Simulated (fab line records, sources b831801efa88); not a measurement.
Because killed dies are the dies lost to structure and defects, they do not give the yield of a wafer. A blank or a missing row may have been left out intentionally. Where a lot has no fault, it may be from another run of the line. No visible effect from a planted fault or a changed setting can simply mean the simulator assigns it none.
What tool caused it? :: flow gf180mcu :: 13 lots with 36 wafers sampled at 6 steps, on a route of 602 steps

== WHAT THE GAUGES READ, wafer by wafer ==
GF_CONTACT_RS_MEAS_25: measures by four-point-probe. Usual: CONTACT_W_RS 0.384 ohm/sq, standard deviation 0.0037.
lot: L973
measured: day 16 02:02
on: film-metro-04
CONTACT_W_RS (ohm/sq): 0.387 0.385 0.388
flag: 

lot: L975
measured: day 16 20:11
on: film-metro-04
CONTACT_W_RS (ohm/sq): 0.383 0.383 0.386
flag: 

lot: L976
measured: day 17 06:40
on: film-metro-04
CONTACT_W_RS (ohm/sq): 0.387 0.383 0.386
flag: 

lot: L977
measured: day 17 14:41
on: film-metro-03
CONTACT_W_RS (ohm/sq): 0.387 0.388 0.380
flag: 

lot: L979
measured: day 18 12:55
on: film-metro-01
CONTACT_W_RS (ohm/sq): 0.385 0.388 0.388
flag: 

lot: L980
measured: day 18 23:02
on: film-metro-03
CONTACT_W_RS (ohm/sq): 0.379 0.382 0.375
flag: 

lot: L981
measured: day 19 06:09
on: film-metro-04
CONTACT_W_RS (ohm/sq): 0.383 0.389 0.384
flag: 

lot: L983
measured: day 20 01:07
on: film-metro-03
CONTACT_W_RS (ohm/sq): 0.385 0.384 0.387
flag: 

lot: L984
measured: day 20 04:55
on: film-metro-01
CONTACT_W_RS (ohm/sq): 0.386 0.388 0.388
flag: 

lot: L990
measured: day 22 08:56
on: film-metro-04
CONTACT_W_RS (ohm/sq): 0.362 0.359
flag: OFF

lot: L991
measured: day 22 17:05
on: film-metro-04
CONTACT_W_RS (ohm/sq): 0.353 0.384
flag: OFF

lot: L992
measured: day 22 23:44
on: film-metro-03
CONTACT_W_RS (ohm/sq): 0.356 0.356
flag: OFF

lot: L995
measured: day 23 22:23
on: film-metro-04
CONTACT_W_RS (ohm/sq): 0.383 0.382 0.387
flag: 

GF_CONTACT_THK_MEAS_26: measures by xrf. Usual: CONTACT_W_THK 301 nm, standard deviation 3.2.
lot: L973
measured: day 16 02:10
on: film-metro-04
CONTACT_W_THK (nm): 296 299 297
flag: 

lot: L975
measured: day 16 20:18
on: film-metro-04
CONTACT_W_THK (nm): 302 297 296
flag: 

lot: L976
measured: day 17 06:47
on: film-metro-04
CONTACT_W_THK (nm): 299 303 300
flag: 

lot: L977
measured: day 17 14:48
on: film-metro-03
CONTACT_W_THK (nm): 300 302 307
flag: 

lot: L979
measured: day 18 13:02
on: film-metro-01
CONTACT_W_THK (nm): 300 298 298
flag: 

lot: L980
measured: day 18 23:08
on: film-metro-03
CONTACT_W_THK (nm): 303 300 305
flag: 

lot: L981
measured: day 19 06:16
on: film-metro-04
CONTACT_W_THK (nm): 301 298 298
flag: 

lot: L983
measured: day 20 01:14
on: film-metro-03
CONTACT_W_THK (nm): 301 300 299
flag: 

lot: L984
measured: day 20 05:02
on: film-metro-01
CONTACT_W_THK (nm): 301 299 298
flag: 

lot: L990
measured: day 22 09:03
on: film-metro-04
CONTACT_W_THK (nm): 317 319
flag: OFF

lot: L991
measured: day 22 17:13
on: film-metro-04
CONTACT_W_THK (nm): 326 298
flag: OFF

lot: L992
measured: day 22 23:52
on: film-metro-03
CONTACT_W_THK (nm): 322 322
flag: OFF

lot: L995
measured: day 23 22:30
on: film-metro-04
CONTACT_W_THK (nm): 301 304 300
flag: 

GF_V1_THK_MEAS_01. Usual: V1_CVD_00_THK 598 nm, standard deviation 6.2.
lot: L973
measured: day 17 01:44
on: film-metro-02
V1_CVD_00_THK (nm): 605 599 603
flag: 

lot: L975
measured: day 17 21:02
on: film-metro-02
V1_CVD_00_THK (nm): 605 606 603
flag: 

lot: L976
measured: day 18 08:13
on: film-metro-03
V1_CVD_00_THK (nm): 603 600 598
flag: 

lot: L977
measured: day 18 15:25
on: film-metro-02
V1_CVD_00_THK (nm): 602 606 603
flag: 

lot: L979
measured: day 19 14:45
on: film-metro-02
V1_CVD_00_THK (nm): 600 600 606
flag: 

lot: L980
measured: day 20 01:23
on: film-metro-03
V1_CVD_00_THK (nm): 602 597 596
flag: 

lot: L981
measured: day 20 08:05
on: film-metro-03
V1_CVD_00_THK (nm): 601 601 609
flag: 

lot: L983
measured: day 21 03:17
on: film-metro-04
V1_CVD_00_THK (nm): 606 602 612
flag: 

lot: L984
measured: day 21 06:10
on: film-metro-04
V1_CVD_00_THK (nm): 601 599 603
flag: 

lot: L990
measured: day 23 09:46
on: film-metro-03
V1_CVD_00_THK (nm): 607 599
flag: 

lot: L991
measured: day 23 17:22
on: film-metro-02
V1_CVD_00_THK (nm): 589 599
flag: 

lot: L992
measured: day 24 00:19
on: film-metro-02
V1_CVD_00_THK (nm): 593 587
flag: 

lot: L995
measured: day 24 21:48
on: film-metro-02
V1_CVD_00_THK (nm): 593 598 588
flag: 

GF_V1_OVL_MEAS_15. Usual: V1_OVL 1 nm, standard deviation 5.4.
lot: L973
measured: day 18 01:28
on: overlay-01
V1_OVL (nm): 2 5 9
flag: 

lot: L975
measured: day 18 22:00
on: overlay-01
V1_OVL (nm): 0 6 2
flag: 

lot: L976
measured: day 19 09:50
on: overlay-02
V1_OVL (nm): 2 3 -1
flag: 

lot: L977
measured: day 19 16:56
on: overlay-02
V1_OVL (nm): -7 1 -3
flag: 

lot: L979
measured: day 20 15:18
on: overlay-01
V1_OVL (nm): 6 12 11
flag: 

lot: L980
measured: day 21 02:26
on: overlay-02
V1_OVL (nm): 5 -3 8
flag: 

lot: L981
measured: day 21 09:12
on: overlay-01
V1_OVL (nm): -3 0 3
flag: 

lot: L983
measured: day 22 03:39
on: overlay-02
V1_OVL (nm): -5 2 -1
flag: 

lot: L984
measured: day 22 06:28
on: overlay-02
V1_OVL (nm): -3 1 -6
flag: 

lot: L990
measured: day 24 08:36
on: overlay-02
V1_OVL (nm): 4 3
flag: 

lot: L991
measured: day 24 16:10
on: overlay-01
V1_OVL (nm): -2 -5
flag: 

lot: L992
measured: day 24 22:28
on: overlay-02
V1_OVL (nm): -9 -4
flag: 

lot: L995
measured: day 25 19:34
on: overlay-01
V1_OVL (nm): 1 -3 -2
flag: 

== TOOL THAT RAN EACH LOT (tool first, then ch and the chambers of the sampled wafers, then the start) ==
lot: L973
GF_CONTACT_CVD_24: cvd-w-02 ch 0,1, day 16 01:56
GF_CONTACT_CMP_27: cmp-02 ch 0,1,2, day 16 02:13

lot: L975
GF_CONTACT_CVD_24: cvd-w-01 ch 0,1, day 16 20:04
GF_CONTACT_CMP_27: cmp-02 ch 0,2, day 16 20:21

lot: L976
GF_CONTACT_CVD_24: cvd-w-02 ch 0,1, day 17 06:34
GF_CONTACT_CMP_27: cmp-01 ch 0,1,3, day 17 06:54

lot: L977
GF_CONTACT_CVD_24: cvd-w-02 ch 0, day 17 14:35
GF_CONTACT_CMP_27: cmp-01 ch 0,1,2, day 17 14:58

lot: L979
GF_CONTACT_CVD_24: cvd-w-01 ch 0,1, day 18 12:49
GF_CONTACT_CMP_27: cmp-01 ch 1,2, day 18 13:06

lot: L980
GF_CONTACT_CVD_24: cvd-w-02 ch 0,1, day 18 22:55
GF_CONTACT_CMP_27: cmp-02 ch 1,2,3, day 18 23:20

lot: L981
GF_CONTACT_CVD_24: cvd-w-01 ch 0,1, day 19 06:03
GF_CONTACT_CMP_27: cmp-01 ch 1,3, day 19 06:23

lot: L983
GF_CONTACT_CVD_24: cvd-w-01 ch 0,1, day 20 01:01
GF_CONTACT_CMP_27: cmp-01 ch 0,2,3, day 20 01:19

lot: L984
GF_CONTACT_CVD_24: cvd-w-02 ch 0,1, day 20 04:49
GF_CONTACT_CMP_27: cmp-01 ch 1,2,3, day 20 05:06

lot: L990
GF_CONTACT_CVD_24: cvd-w-02 ch 0,1, day 22 08:50
GF_CONTACT_CMP_27: cmp-01 ch 0,3, day 22 09:07

lot: L991
GF_CONTACT_CVD_24: cvd-w-02 ch 1, day 22 16:59
GF_CONTACT_CMP_27: cmp-01 ch 0,3, day 22 17:19

lot: L992
GF_CONTACT_CVD_24: cvd-w-02 ch 1, day 22 23:38
GF_CONTACT_CMP_27: cmp-01 ch 2,3, day 22 23:55

lot: L995
GF_CONTACT_CVD_24: cvd-w-01 ch 0, day 23 22:16
GF_CONTACT_CMP_27: cmp-01 ch 0,1,3, day 23 22:39
- GF_CONTACT_CVD_24: deposits W, target thk 300 nm, time 90.339 s.
- GF_CONTACT_CMP_27: polishes, stops on SiO2, t overpolish 15 s, target thk 0 nm.

== AS READ BY THE TOOLS THEMSELVES (means over the sampled wafers that have a number; for cases with no such wafer, the mark the record gives instead) ==
GF_CONTACT_CVD_24. Usual: heater-power-w 828 W, standard deviation 48.
lot: L973
tool: cvd-w-02
heater-power-w (W): 832
flag: 

lot: L975
tool: cvd-w-01
heater-power-w (W): 795
flag: 

lot: L976
tool: cvd-w-02
heater-power-w (W): 861
flag: 

lot: L977
tool: cvd-w-02
heater-power-w (W): 817
flag: 

lot: L979
tool: cvd-w-01
heater-power-w (W): 813
flag: 

lot: L980
tool: cvd-w-02
heater-power-w (W): 853
flag: 

lot: L981
tool: cvd-w-01
heater-power-w (W): 782
flag: 

lot: L983
tool: cvd-w-01
heater-power-w (W): 773
flag: 

lot: L984
tool: cvd-w-02
heater-power-w (W): 845
flag: 

lot: L990
tool: cvd-w-02
heater-power-w (W): 852
flag: 

lot: L991
tool: cvd-w-02
heater-power-w (W): 871
flag: 

lot: L992
tool: cvd-w-02
heater-power-w (W): 876
flag: 

lot: L995
tool: cvd-w-01
heater-power-w (W): 847
flag: 

GF_CONTACT_CMP_27. Usual: motor-current-A 10.7 A, standard deviation 1.1; time-to-endpoint-s 71.2 s, standard deviation 2.6.
lot: L973
tool: cmp-02
motor-current-A (A): 10.5
time-to-endpoint-s (s): 71.3
flag: 

lot: L975
tool: cmp-02
motor-current-A (A): 11.9
time-to-endpoint-s (s): 66.6
flag: 

lot: L976
tool: cmp-01
motor-current-A (A): 10.4
time-to-endpoint-s (s): 73.4
flag: 

lot: L977
tool: cmp-01
motor-current-A (A): 11.0
time-to-endpoint-s (s): 68.8
flag: 

lot: L979
tool: cmp-01
motor-current-A (A): 10.8
time-to-endpoint-s (s): 68.6
flag: 

lot: L980
tool: cmp-02
motor-current-A (A): 10.8
time-to-endpoint-s (s): 73.3
flag: 

lot: L981
tool: cmp-01
motor-current-A (A): 9.9
time-to-endpoint-s (s): 74.3
flag: 

lot: L983
tool: cmp-01
motor-current-A (A): 10.0
time-to-endpoint-s (s): 67.6
flag: 

lot: L984
tool: cmp-01
motor-current-A (A): 10.9
time-to-endpoint-s (s): 69.6
flag: 

lot: L990
tool: cmp-01
motor-current-A (A): 10.0
time-to-endpoint-s (s): 78.4
flag: 

lot: L991
tool: cmp-01
motor-current-A (A): 10.2
time-to-endpoint-s (s): 75.2
flag: 

lot: L992
tool: cmp-01
motor-current-A (A): 9.8
time-to-endpoint-s (s): 78.7
flag: 

lot: L995
tool: cmp-01
motor-current-A (A): 10.5
time-to-endpoint-s (s): 71.2
flag: 

== THE ANSWER, worked out from the rows above alone ==
Rule: a lot counts as off when the mean over its wafers that have a number is more than 3 standard deviations away from the usual mean. A lot without any number at a reading at which 4 lots or more have one is off too. All remaining lots with rows at the step are treated as sound. The gauges are gone through in route order, then the tools' own readings, and for those a lot's mean is taken as printed above. The first step at which some lot is off is used, and at that step the reading that is off furthest; a lot without a number counts as furthest.
Off: at GF_CONTACT_RS_MEAS_25 (CONTACT_W_RS), L990, L991, L992.
If a tool, at a process step before that reading, ran all the lots that are off and no sound lot after the first of them, it fits. The gauges at GF_CONTACT_RS_MEAS_25 are tried like those tools. One fits: GF_CONTACT_CVD_24 on cvd-w-02. Its last sound lot is L984 (day 20 04:49), its first lot that is off L990 (day 22 08:50): a fault that began between those two fits.

== WHAT HAD BEEN PUT IN BY THE SIMULATOR ==
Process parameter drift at GF_CONTACT_CVD_24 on cvd-w-02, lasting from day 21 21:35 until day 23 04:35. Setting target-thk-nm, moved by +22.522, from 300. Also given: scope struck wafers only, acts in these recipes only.
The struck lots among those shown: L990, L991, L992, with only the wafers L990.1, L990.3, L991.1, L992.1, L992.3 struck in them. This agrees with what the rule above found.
